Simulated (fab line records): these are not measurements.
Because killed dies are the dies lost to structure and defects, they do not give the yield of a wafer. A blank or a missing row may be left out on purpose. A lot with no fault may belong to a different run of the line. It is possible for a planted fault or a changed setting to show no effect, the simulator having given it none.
fab line records ; flow sky130
[record] lots = 13; wafers = 39; last_day = 50
route steps=708 shown NWELL@67 METAL4@630 VIA4@659 PASSIVATION@693 PAD_OPEN@708
lots that met no fault: taken from a fault-free run of the same line
start_h: the number of hours between the record's first day and the start of the first shown wafer of the lot ; wait_h: hours from the lot's prior step to this one ; " same as the row above ; L1.1+2: a single row standing in for several wafers ; - no value present, or no start provided ; * or withheld: withheld ; < > ~ a bound
route shown NAME@n: names a module that has steps shown in the file, with the first one's number in the route ; usual: mean/standard deviation taken from wafers without a fault ; same: alike in all rows ; chamber/n: place in a boat ; sites: the reading at each site ; _std_site: standard deviation across them ; _edge_site: mean of outer sites minus mean of inner sites ; radius_mm: how far each site lies from the wafer's centre ; mask NAME#n: copy n ; behind: the most recent tool/chamber to have shaped the wafer ; hold: cause of the lot's hold/its duration in hours/its outcome ; device: the n, p or np transistor that did not switch ; end of line: the route-end tests of the same wafers ; for a step that has no rows: nothing shown but its recipe ; killed: dies lost to structure and defects at the first sort, not the wafer's yield ; map: a wafer's dies, x killed, . not, _ none there
set.NAME: the setting that was run; set.NAME@STEP: the one run at that earlier step ; model.NAME: the simulator's own value behind a step, which no gauge read
steps of the route over a sample of lots; a table a step, a row a wafer
services: the hour from which a tool's chamber was out of use, counted from the record's first day as start_h (under 0 if before that day), plus the number of hours and why
[[steps]]
[step SKY_NWELL_STRIP_14]
[recipe] chemistry = O2/N2; power_w = 1400; pressure_mtorr = 1500; platen_temp_c = withheld; o2_flow_sccm = 3000; n2_flow_sccm = 300; overash_fraction = 0.5
[usual] drypump_motor_current_A = 5.7/0.38; oes_product_au = 0.722/0.0048; strip_time_to_endpoint_s = 36.91/0.11
lot.wafer;tool;chamber;start_h;wait_h;drypump_motor_current_A;oes_product_au;rf_hours_counter_h;strip_time_to_endpoint_s
L307.1;plasma_asher-01;0;87.77;0.1;6.3;0.714;37;37.10
L307.2;plasma_asher-01;1;87.77;0.1;5.4;0.732;37;37.02
L307.5;plasma_asher-01;1;87.77;0.1;5.4;0.726;-;37.02
L309.2;plasma_asher-01;1;100.22;0.1;5.4;0.720;38;37.08
L309.4;plasma_asher-01;1;100.22;0.1;5.4;0.726;-;37.09
L309.5;plasma_asher-01;1;100.22;0.1;5.4;0.714;-;37.10
L310.2;plasma_asher-01;1;107.82;0.1;5.4;0.722;39;36.85
L310.3;plasma_asher-01;1;107.82;0.1;5.4;0.721;-;36.77
L310.5;plasma_asher-01;1;107.82;0.1;5.4;0.721;-;36.80
L312.2;plasma_asher-02;0;115.09;0.1;5.6;0.721;44;36.87
L312.4;plasma_asher-02;1;115.09;0.1;5.7;0.723;-;36.97
L312.5;plasma_asher-02;1;115.09;0.1;5.8;0.722;-;36.94
L311.2;plasma_asher-01;0;115.44;0.1;6.4;0.721;40;36.82
L311.3;plasma_asher-01;0;115.44;0.1;6.3;0.721;-;36.95
L311.5;plasma_asher-01;1;115.44;0.1;5.4;0.718;-;36.98
L313.3;plasma_asher-03;1;121.60;0.1;6.0;0.727;-;36.82
L313.4;plasma_asher-03;0;121.60;0.1;5.0;0.730;-;36.88
L313.5;plasma_asher-03;0;121.60;0.1;5.0;0.724;-;36.88
L314.3;plasma_asher-02;0;126.30;0.1;5.6;0.725;-;37.03
L314.4;plasma_asher-02;1;126.30;0.1;5.8;0.721;-;36.80
L314.6;plasma_asher-02;0;126.30;0.1;5.6;0.723;-;36.96
L315.2;plasma_asher-01;1;136.99;0.1;5.4;0.727;42;37.08
L315.3;plasma_asher-01;0;136.99;0.1;6.4;0.719;-;36.99
L315.5;plasma_asher-01;1;136.99;0.1;5.4;0.720;-;37.07
L316.1;plasma_asher-02;1;144.57;0.1;5.8;0.715;47;36.93
L316.5;plasma_asher-02;1;144.57;0.1;5.8;0.711;-;36.94
L316.6;plasma_asher-02;0;144.57;0.1;5.6;0.719;-;36.85
L317.1;plasma_asher-02;1;147.77;0.1;5.8;0.724;48;36.75
L317.3;plasma_asher-02;0;147.77;0.1;5.6;0.723;-;36.81
L317.5;plasma_asher-02;1;147.77;0.1;5.8;0.723;-;36.80
L318.1;plasma_asher-01;1;155.24;0.1;5.4;0.729;44;36.70
L318.4;plasma_asher-01;0;155.24;0.1;6.3;0.719;-;36.78
L318.6;plasma_asher-01;1;155.24;0.1;5.4;0.716;-;36.62
L324.2;plasma_asher-03;1;186.50;0.1;6.0;0.723;38;36.88
L324.4;plasma_asher-03;0;186.50;0.1;5.0;0.728;-;36.88
L324.6;plasma_asher-03;1;186.50;0.1;6.0;0.729;-;36.79
L326.1;plasma_asher-03;0;204.87;0.1;5.0;0.728;40;36.83
L326.2;plasma_asher-03;1;204.87;0.1;6.0;0.718;40;36.86
L326.6;plasma_asher-03;1;204.87;0.1;6.0;0.713;-;36.92
[step SKY_METAL4_OVL_MEAS_14]
[usual] METAL4_OVL = -4/5.6
lot.wafer;tool;chamber;start_h;wait_h;METAL4_OVL[nm]
L307.1;overlay-01;-;989.90;0.1;-12
L307.2;overlay-01;-;989.90;0.1;-8
L307.5;overlay-01;-;989.90;0.1;-11
L309.2;overlay-01;-;1007.10;0.1;6
L309.4;overlay-01;-;1007.10;0.1;-2
L309.5;overlay-01;-;1007.10;0.1;-9
L310.2;overlay-02;-;1018.40;0.1;-1
L310.3;overlay-02;-;1018.40;0.1;-3
L310.5;overlay-02;-;1018.40;0.1;-6
L312.2;overlay-02;-;1020.96;0.1;-3
L312.4;overlay-02;-;1020.96;0.1;-1
L312.5;overlay-02;-;1020.96;0.1;-13
L311.2;overlay-02;-;1028.06;0.1;-4
L311.3;overlay-02;-;1028.06;0.1;-9
L311.5;overlay-02;-;1028.06;0.1;-6
L313.3;overlay-01;-;1031.46;0.1;-6
L313.4;overlay-01;-;1031.46;0.1;2
L313.5;overlay-01;-;1031.46;0.1;-6
L314.3;overlay-02;-;1041.91;0.1;-3
L314.4;overlay-02;-;1041.91;0.1;-2
L314.6;overlay-02;-;1041.91;0.1;-3
L315.2;overlay-02;-;1046.82;0.1;-10
L315.3;overlay-02;-;1046.82;0.1;-9
L315.5;overlay-02;-;1046.82;0.1;-11
L316.1;overlay-02;-;1061.30;0.1;-4
L316.5;overlay-02;-;1061.30;0.1;-16
L316.6;overlay-02;-;1061.30;0.1;-16
L317.1;overlay-02;-;1064.77;0.1;-12
L317.3;overlay-02;-;1064.77;0.1;-4
L317.5;overlay-02;-;1064.77;0.1;0
L318.1;overlay-01;-;1068.85;0.1;-13
L318.4;overlay-01;-;1068.85;0.1;-6
L318.6;overlay-01;-;1068.85;0.1;-3
L324.2;overlay-01;-;1101.04;0.1;-3
L324.4;overlay-01;-;1101.04;0.1;-8
L324.6;overlay-01;-;1101.04;0.1;-9
L326.1;overlay-02;-;1113.72;0.1;-5
L326.2;overlay-02;-;1113.72;0.1;0
L326.6;overlay-02;-;1113.72;0.1;1
[step SKY_VIA4_THK_MEAS_20]
[recipe] thk_meas_gauge = xrf; reads = W_of_VIA4_CVD_18
[usual] VIA4_W_THK = 498/9.9
lot.wafer;tool;chamber;start_h;wait_h;VIA4_W_THK[nm]
L307.1;film_metro-03;-;1015.58;0.1;491
L307.2;film_metro-03;-;1015.58;0.1;517
L307.5;film_metro-03;-;1015.58;0.1;510
L309.2;film_metro-03;-;1033.11;0.1;496
L309.4;film_metro-03;-;1033.11;0.1;494
L309.5;film_metro-03;-;1033.11;0.1;495
L310.2;film_metro-02;-;1043.55;0.1;507
L310.3;film_metro-02;-;1043.55;0.1;507
L310.5;film_metro-02;-;1043.55;0.1;507
L312.2;film_metro-03;-;1045.87;0.1;495
L312.4;film_metro-03;-;1045.87;0.1;489
L312.5;film_metro-03;-;1045.87;0.1;492
L311.2;film_metro-03;-;1053.48;0.1;496
L311.3;film_metro-03;-;1053.48;0.1;506
L311.5;film_metro-03;-;1053.48;0.1;502
L313.3;film_metro-01;-;1056.27;0.1;518
L313.4;film_metro-01;-;1056.27;0.1;489
L313.5;film_metro-01;-;1056.27;0.1;497
L314.3;film_metro-03;-;1066.46;0.1;487
L314.4;film_metro-03;-;1066.46;0.1;512
L314.6;film_metro-03;-;1066.46;0.1;489
L315.2;film_metro-03;-;1071.68;0.1;504
L315.3;film_metro-03;-;1071.68;0.1;506
L315.5;film_metro-03;-;1071.68;0.1;501
L316.1;film_metro-02;-;1085.32;0.1;491
L316.5;film_metro-02;-;1085.32;0.1;489
L316.6;film_metro-02;-;1085.32;0.1;492
L317.1;film_metro-03;-;1088.56;0.1;493
L317.3;film_metro-03;-;1088.56;0.1;495
L317.5;film_metro-03;-;1088.56;0.1;495
L318.1;film_metro-01;-;1092.57;0.1;495
L318.4;film_metro-01;-;1092.57;0.1;515
L318.6;film_metro-01;-;1092.57;0.1;494
L324.2;film_metro-02;-;1124.77;0.1;510
L324.4;film_metro-02;-;1124.77;0.1;488
L324.6;film_metro-02;-;1124.77;0.1;488
L326.1;film_metro-03;-;1135.01;0.1;498
L326.2;film_metro-03;-;1135.01;0.1;500
L326.6;film_metro-03;-;1135.01;0.1;500
[step SKY_PASSIVATION_STRIP_12]
[recipe] chemistry = O2/N2; power_w = 1400; pressure_mtorr = 1500; platen_temp_c = withheld; overash_fraction = 0.7; o2_flow_sccm = 3000; n2_flow_sccm = 300
[usual] drypump_motor_current_A = 5.8/0.34; oes_product_au = 0.661/0.0044; strip_time_to_endpoint_s = 31.53/0.16
lot.wafer;tool;chamber;start_h;wait_h;drypump_motor_current_A;oes_product_au;rf_hours_counter_h;strip_time_to_endpoint_s
L307.1;plasma_asher-02;1;1062.41;0.1;5.7;0.671;54;31.59
L307.2;plasma_asher-02;0;1062.41;0.1;5.6;0.665;54;31.53
L307.5;plasma_asher-02;0;1062.41;0.1;5.6;0.664;-;31.58
L309.2;plasma_asher-02;0;1078.46;0.1;5.6;0.661;56;31.72
L309.4;plasma_asher-02;1;1078.46;0.1;5.8;0.668;-;31.52
L309.5;plasma_asher-02;1;1078.46;0.1;5.8;0.662;-;31.88
L310.2;plasma_asher-02;0;1089.30;0.1;5.6;0.658;57;31.28
L310.3;plasma_asher-02;1;1089.30;0.1;5.8;0.663;-;31.62
L310.5;plasma_asher-02;0;1089.30;0.1;5.6;0.658;-;31.79
L312.2;plasma_asher-01;1;1090.65;0.1;5.4;0.664;36;31.39
L312.4;plasma_asher-01;1;1090.65;0.1;5.4;0.665;-;31.30
L312.5;plasma_asher-01;0;1090.65;0.1;6.3;0.662;-;31.47
L311.2;plasma_asher-02;0;1096.51;0.1;5.6;0.673;58;31.09
L311.3;plasma_asher-02;1;1096.51;0.1;5.8;0.661;-;31.63
L311.5;plasma_asher-02;1;1096.51;0.1;5.8;0.662;-;31.30
L313.3;plasma_asher-02;0;1100.69;0.1;5.6;0.662;-;31.80
L313.4;plasma_asher-02;1;1100.69;0.1;5.7;0.656;-;31.56
L313.5;plasma_asher-02;1;1100.69;0.1;5.7;0.658;-;31.82
L314.3;plasma_asher-01;1;1109.54;0.1;5.4;0.657;-;31.57
L314.4;plasma_asher-01;0;1109.54;0.1;6.3;0.668;-;31.43
L314.6;plasma_asher-01;0;1109.54;0.1;6.3;0.658;-;31.41
L315.2;plasma_asher-04;0;1115.19;0.1;5.9;0.659;95;31.32
L315.3;plasma_asher-04;1;1115.19;0.1;5.7;0.661;-;31.64
L315.5;plasma_asher-04;1;1115.19;0.1;5.7;0.661;-;31.17
L316.1;plasma_asher-04;0;1127.04;0.1;6.0;0.659;96;31.47
L316.5;plasma_asher-04;0;1127.04;0.1;6.0;0.662;-;31.42
L316.6;plasma_asher-04;1;1127.04;0.1;5.7;0.666;-;31.38
L317.1;plasma_asher-01;0;1130.71;0.1;6.3;0.660;40;31.85
L317.3;plasma_asher-01;1;1130.71;0.1;5.4;0.657;-;31.46
L317.5;plasma_asher-01;1;1130.71;0.1;5.4;0.672;-;31.46
L318.1;plasma_asher-02;0;1133.81;0.1;5.6;0.669;61;31.67
L318.4;plasma_asher-02;1;1133.81;0.1;5.8;0.661;-;31.16
L318.6;plasma_asher-02;0;1133.81;0.1;5.6;0.662;-;31.55
L324.2;plasma_asher-01;1;1163.91;0.1;5.4;0.658;43;31.44
L324.4;plasma_asher-01;1;1163.91;0.1;5.4;0.657;-;31.43
L324.6;plasma_asher-01;1;1163.91;0.1;5.4;0.657;-;31.44
L326.1;plasma_asher-01;0;1172.94;0.1;6.3;0.658;44;31.36
L326.2;plasma_asher-01;1;1172.94;0.1;5.4;0.665;44;31.41
L326.6;plasma_asher-01;1;1172.94;0.1;5.4;0.664;-;31.48
[step SKY_PAD_OPEN_PROBE_99]
[usual] killed_at_M0_to_M3 = 43/7.5; killed_at_M4_up = 3.2/1.9; killed_at_contacts = 24/4.9; killed_at_front_end = 15/4.3; killed_at_other = 0.4/0.72; killed_dies = 86/9.1; killed_on_rim = 17/3.8; killed_open = 47/6.5; killed_short = 39/6.5
[same] gross_dies = 492; killed_at_back_side = 0
lot.wafer;tool;chamber;start_h;wait_h;killed_at_M0_to_M3;killed_at_M4_up;killed_at_contacts;killed_at_front_end;killed_at_other;killed_dies;killed_on_rim;killed_open;killed_short
L318.1;prober-01;-;1155.56;0.1;41;3;30;12;0;86;25;50;34
L318.4;prober-01;-;1155.71;0.2;45;2;18;11;0;76;17;45;30
L318.6;prober-01;-;1155.81;0.2;44;6;9;16;1;76;12;46;30
L324.2;prober-01;-;1184.20;0.1;30;2;22;8;0;62;16;33;29
L324.4;prober-01;-;1184.30;0.2;32;1;29;43;0;105;28;37;36
L324.6;prober-01;-;1184.40;0.2;38;2;27;18;0;85;19;45;40
L326.1;prober-02;-;1192.61;0.1;46;5;20;48;1;120;30;50;41
L326.2;prober-02;-;1192.66;0.1;36;3;29;20;0;88;22;47;41
L326.6;prober-02;-;1192.86;0.2;45;5;25;12;0;87;19;44;43
// killed by level:class
L318.1 CONTACT:geometric_particle:open=13 VIA3:geometric_particle:open=8 VIA1:geometric_particle:open=7 LI_CONTACT:geometric_particle:open=7 METAL2:geometric_particle:short=6 VIA3:geometric_particle:short=5 METAL1:geometric_particle:short=5 FIELD_ISO:geometric_particle:open=4
L318.4 VIA1:geometric_particle:open=11 VIA2:geometric_particle:open=8 LI_CONTACT:geometric_particle:open=6 VIA3:geometric_particle:open=5 FIELD_ISO:geometric_particle:short=4 METAL1:geometric_particle:short=4 VIA2:geometric_particle:short=4 LOCAL_INTERCONNECT:geometric_particle:short=3
L318.6 VIA1:geometric_particle:open=15 FIELD_ISO:geometric_particle:open=5 VIA3:geometric_particle:open=5 CONTACT:geometric_particle:open=5 VIA2:geometric_particle:short=5 VIA2:geometric_particle:open=5 VIA3:geometric_particle:short=5 POLY_GATE:geometric_particle:open=3
L324.2 VIA1:geometric_particle:open=9 CONTACT:geometric_particle:open=8 LI_CONTACT:geometric_particle:open=7 METAL1:geometric_particle:short=4 METAL2:geometric_particle:short=4 POLY_GATE:geometric_particle:short=3 LOCAL_INTERCONNECT:geometric_particle:short=3 VIA2:geometric_particle:open=3
L324.4 NWELL:unspecified=31 LI_CONTACT:geometric_particle:open=8 VIA1:geometric_particle:open=6 LOCAL_INTERCONNECT:geometric_particle:short=6 CONTACT:geometric_particle:open=6 LI_CONTACT:geometric_particle:short=5 VIA3:geometric_particle:short=5 VIA2:geometric_particle:open=5
L324.6 LI_CONTACT:geometric_particle:open=8 VIA3:geometric_particle:open=8 CONTACT:geometric_particle:open=7 VIA1:geometric_particle:open=7 FIELD_ISO:geometric_particle:short=5 METAL2:geometric_particle:short=5 LOCAL_INTERCONNECT:geometric_particle:short=5 METAL3:geometric_particle:short=5
L326.1 NWELL:unspecified=29 CONTACT:geometric_particle:open=9 METAL1:geometric_particle:short=9 VIA2:geometric_particle:open=8 VIA3:geometric_particle:open=8 VIA1:geometric_particle:open=7 FIELD_ISO:geometric_particle:short=6 FIELD_ISO:geometric_particle:open=5
L326.2 CONTACT:geometric_particle:open=11 VIA1:geometric_particle:open=7 FIELD_ISO:geometric_particle:short=6 METAL1:geometric_particle:short=6 FIELD_ISO:geometric_particle:open=5 LI_CONTACT:geometric_particle:short=5 LI_CONTACT:geometric_particle:open=5 LOCAL_INTERCONNECT:geometric_particle:short=5
L326.6 CONTACT:geometric_particle:open=8 VIA3:geometric_particle:open=8 CONTACT:geometric_particle:short=7 VIA2:geometric_particle:open=7 VIA3:geometric_particle:short=7 METAL2:geometric_particle:short=6 LI_CONTACT:geometric_particle:open=6 FIELD_ISO:geometric_particle:open=4
[[services]]
tool;chamber;start_h;hours;kind
plasma_asher-03;-;90.71;2.8;pm
plasma_asher-04;-;108.75;9.0;pm
plasma_asher-03;-;115.91;0.9;repair
plasma_asher-04;-;187.45;57.9;repair
plasma_asher-01;-;206.61;5.0;repair
plasma_asher-04;-;253.38;13.3;repair
plasma_asher-02;-;294.22;3.1;repair
plasma_asher-04;-;321.02;0.4;repair
plasma_asher-04;-;352.44;2.8;pm
plasma_asher-02;-;421.25;9.0;pm
plasma_asher-03;-;484.67;0.5;repair
plasma_asher-01;-;573.90;4.4;repair
plasma_asher-01;-;587.94;4.5;repair
plasma_asher-01;-;710.02;0.7;repair
plasma_asher-01;-;733.75;9.0;pm
plasma_asher-02;-;820.39;2.8;pm
plasma_asher-02;-;833.43;4.2;repair
plasma_asher-02;-;893.10;11.7;pm
plasma_asher-01;-;913.00;7.8;repair
plasma_asher-02;-;922.01;75.3;repair
plasma_asher-02;-;975.36;0.6;repair
plasma_asher-01;-;1017.71;6.1;repair
plasma_asher-03;-;1055.34;9.0;pm
plasma_asher-01;-;1119.01;2.8;pm
[[key]]
[first_sign] step = SKY_PAD_OPEN_PROBE_99; reading = killed_at_front_end; direction = up; sigmas = 7; usual = 15; struck = 46
[effect] step = SKY_PAD_OPEN_PROBE_99; reading = killed_dies; direction = up; sigmas = 2.9; usual = 86; struck = 112
met_at SKY_NWELL_STRIP_14
struck_lots L324,L326
struck_wafers L324.4,L326.1
tester_left_out L324,L326
not_acting_at SKY_METAL4_OVL_MEAS_14,SKY_VIA4_THK_MEAS_20,SKY_PASSIVATION_STRIP_12
onset_between 121.60 186.50
[fault] kind = chamber_particle_source; tool = plasma_asher-03; chamber = 0; onset_h = 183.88; steps = SKY_NWELL_STRIP_14; rate_per_visit_cm2 = 1.0888; end_h = 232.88
// tester_left_out: of these lots the tester's yield and bins aren't shown, on N5 and GAA mostly nor the transistor test; their killed dies are dies lost to structure and defects alone, not to doping, threshold or leakage, so they don't give the yield
